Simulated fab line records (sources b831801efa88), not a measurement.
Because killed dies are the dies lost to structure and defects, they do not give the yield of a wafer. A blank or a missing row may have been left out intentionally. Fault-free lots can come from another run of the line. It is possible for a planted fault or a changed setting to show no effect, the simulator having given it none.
A lot that was struck, set against a sound lot | flow sky130 | 14 steps out of a route of 708
Sound: wafers L658.2, L658.5, L658.6. Wafers struck: L662.2, L662.3, L662.6. Last of all comes the cause.
Order at every step that has rows: each side's tool, ch and its chambers, its first start. Under that, the readings that differ: sound wafers | struck wafers | difference of the means | sigmas: that difference in standard deviations of wafers without a fault.
alike: words and numbers the same on both sides, and readings whose means are apart by under 2 such deviations; not compared: readings that were withheld, readings missing a value for some wafer, numbers with overlapping values and no deviation given by the record, and bounds like >300 which may hide the same value.
Wherever a step has rows on one side only, a row that says differs or no value, or a row with sigmas, the two part there. Non-overlapping numbers with no deviation appear without sigmas and do not part them. A reading missing from all wafers of one side parts the sides only when that side holds two or more wafers.

first, 2 steps without rows for these wafers: SKY_LDD_HVP_PEB_05; SKY_LDD_HVP_DEVELOP_06 (develop time 60 s).
SKY_LDD_HVP_OVL_MEAS_07:
  struck on overlay-02, day 25 11:38; sound on overlay-02, day 24 04:35
  alike: LDD_HVP_OVL
following that, these wafers have no rows for 1 step: SKY_LDD_HVP_IMPLANT_08.
SKY_LDD_HVP_STRIP_09: strips in O2/N2.
  sound on plasma_asher-02 ch 0,1, day 24 04:46; struck on plasma_asher-02 ch 0,1, day 25 11:49
  alike: drypump_motor_current_A, oes_product_au, strip_time_to_endpoint_s
  not compared: rf_hours_counter_h
SKY_LDD_HVP_TW_MEAS_10:
  struck on film_metro-01, day 25 11:55; sound on film_metro-04, day 24 04:52
  reading    | sound       | struck      | difference | sigmas
  LDD_HVP_TW | 465 466 467 | 447 448 448 | -18        | -3
then, 6 steps without rows for these wafers: SKY_LDD_LDN_DEHYDRATE_00 (time 60 s); SKY_LDD_LDN_HMDS_01 (prime time 60 s); SKY_LDD_LDN_COAT_02 (resist thk 1140 nm); SKY_LDD_LDN_SOFTBAKE_03 (time 60 s); SKY_LDD_LDN_EXPOSE_04 (exposes mask LDNTM, target cd 700 nm); SKY_LDD_LDN_PEB_05.
SKY_LDD_LDN_DEVELOP_06: develop time 60 s.
  struck on litho_track-03, day 26 16:46; sound on litho_track-01 ch 0, day 25 09:39
  no value came back on the struck wafers for chill_plate_temp_C (C), develop_time_s (s); on the sound wafers chill_plate_temp_C (C) reads 23.09 23.10 22.93
SKY_LDD_LDN_OVL_MEAS_07:
  struck on overlay-01, day 26 16:53; sound on overlay-02, day 25 09:47
  reading          | sound        | struck | difference                    | sigmas
  LDD_LDN_OVL (nm) | -0.2 1.6 1.6 | - - -  | no value on the struck wafers |

== WHERE THEY PART ==
At SKY_LDD_HVP_TW_MEAS_10 first; at SKY_LDD_LDN_OVL_MEAS_07 last (within this record only).

WHY: the cause the simulator had injected
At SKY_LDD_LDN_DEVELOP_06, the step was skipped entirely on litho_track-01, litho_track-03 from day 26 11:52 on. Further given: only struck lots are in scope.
